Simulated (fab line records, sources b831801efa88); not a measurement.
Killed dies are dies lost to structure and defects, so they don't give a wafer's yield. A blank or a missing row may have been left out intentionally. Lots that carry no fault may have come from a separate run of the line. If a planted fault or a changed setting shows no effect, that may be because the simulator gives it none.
Which tool is to blame? :: flow gf180mcu :: 12 lots with 36 wafers sampled at 2 steps, on a route of 602 steps

WHAT EACH GAUGE READ, for each wafer
GF_M1_CD_MEAS_14: target cd 230 nm.
lot: L643
measured: day 17 20:59
on: cd sem-02
cd nm (nm): 229.9 228.9 228.3

lot: L644
measured: day 18 12:49
on: cd sem-02
cd nm (nm): 231.0 230.3 229.7

lot: L646
measured: day 19 06:10
on: cd sem-02
cd nm (nm): 226.3 227.5 227.3

lot: L647
measured: day 19 18:37
on: cd sem-01
cd nm (nm): 229.7 230.0 229.8

lot: L656
measured: day 22 20:29
on: cd sem-01
cd nm (nm): 230.1 230.0 230.5

lot: L657
measured: day 23 03:50
on: cd sem-02
cd nm (nm): 229.1 230.5 229.5

lot: L658
measured: day 23 05:40
on: cd sem-02
cd nm (nm): 229.4 230.9 230.5

lot: L659
measured: day 23 11:01
on: cd sem-01
cd nm (nm): 227.8 228.1 228.0

lot: L661
measured: day 24 03:13
on: cd sem-02
cd nm (nm): 230.8 231.1 230.4

lot: L663
measured: day 24 21:36
on: cd sem-02
cd nm (nm): 231.2 231.5 230.1

lot: L664
measured: day 24 23:09
on: cd sem-02
cd nm (nm): 231.2 231.4 231.0

lot: L665
measured: day 25 05:19
on: cd sem-01
cd nm (nm): 229.2 229.7 228.9

GF_M1_OVL_MEAS_15.
lot: L643
measured: day 17 21:07
on: overlay-01
M1_OVL (nm): -4 -3 -2

lot: L644
measured: day 18 12:56
on: overlay-02
M1_OVL (nm): -2 -9 -7

lot: L646
measured: day 19 06:17
on: overlay-02
M1_OVL (nm): -10 -12 -12

lot: L647
measured: day 19 18:44
on: overlay-02
M1_OVL (nm): 5 11 -1

lot: L656
measured: day 22 20:36
on: overlay-01
M1_OVL (nm): 6 5 8

lot: L657
measured: day 23 03:57
on: overlay-01
M1_OVL (nm): 10 -4 11

lot: L658
measured: day 23 05:47
on: overlay-01
M1_OVL (nm): -8 -9 -3

lot: L659
measured: day 23 11:08
on: overlay-02
M1_OVL (nm): 7 4 -1

lot: L661
measured: day 24 03:20
on: overlay-02
M1_OVL (nm): -16 -11 -13

lot: L663
measured: day 24 21:42
on: overlay-02
M1_OVL (nm): -12 -10 -13

lot: L664
measured: day 24 23:15
on: overlay-02
M1_OVL (nm): -5 -3 -9

lot: L665
measured: day 25 05:26
on: overlay-01
M1_OVL (nm): 10 5 8

WHICH TOOL RAN EACH LOT (tool, then ch and the chambers of the sampled wafers, then the start)
No process step before these readings appears in the record.

AS READ BY THE TOOLS THEMSELVES (means over the sampled wafers that have a number; for cases with no such wafer, the mark the record gives instead)
The record holds no such reading with a usual standard deviation.

THE ANSWER, worked out from the rows above alone
Rule: the usual values come from the lots themselves. Put in order of their means at a reading, lots are off if they are a third of the lots or fewer, leave a main group of 4 or more, and stand apart from it by a gap of 3 or more times the standard deviation of the main group's means; of several such gaps the widest counts. A main group whose means are all the same, to the digits that the tables above print for the reading, isn't used. A lot without any number at a reading at which 4 lots or more have one is off too. All remaining lots with rows at the step are treated as sound. After the gauges, taken in route order, come the tools' own readings; for these a lot's mean is taken, as printed above. At the first step where some lot is off, the reading lying furthest off is the one used; lots without a number count as furthest.
Across all readings shown, no lot is off: no conclusion can be drawn from this.

WHAT THE SIMULATOR HAD INSERTED
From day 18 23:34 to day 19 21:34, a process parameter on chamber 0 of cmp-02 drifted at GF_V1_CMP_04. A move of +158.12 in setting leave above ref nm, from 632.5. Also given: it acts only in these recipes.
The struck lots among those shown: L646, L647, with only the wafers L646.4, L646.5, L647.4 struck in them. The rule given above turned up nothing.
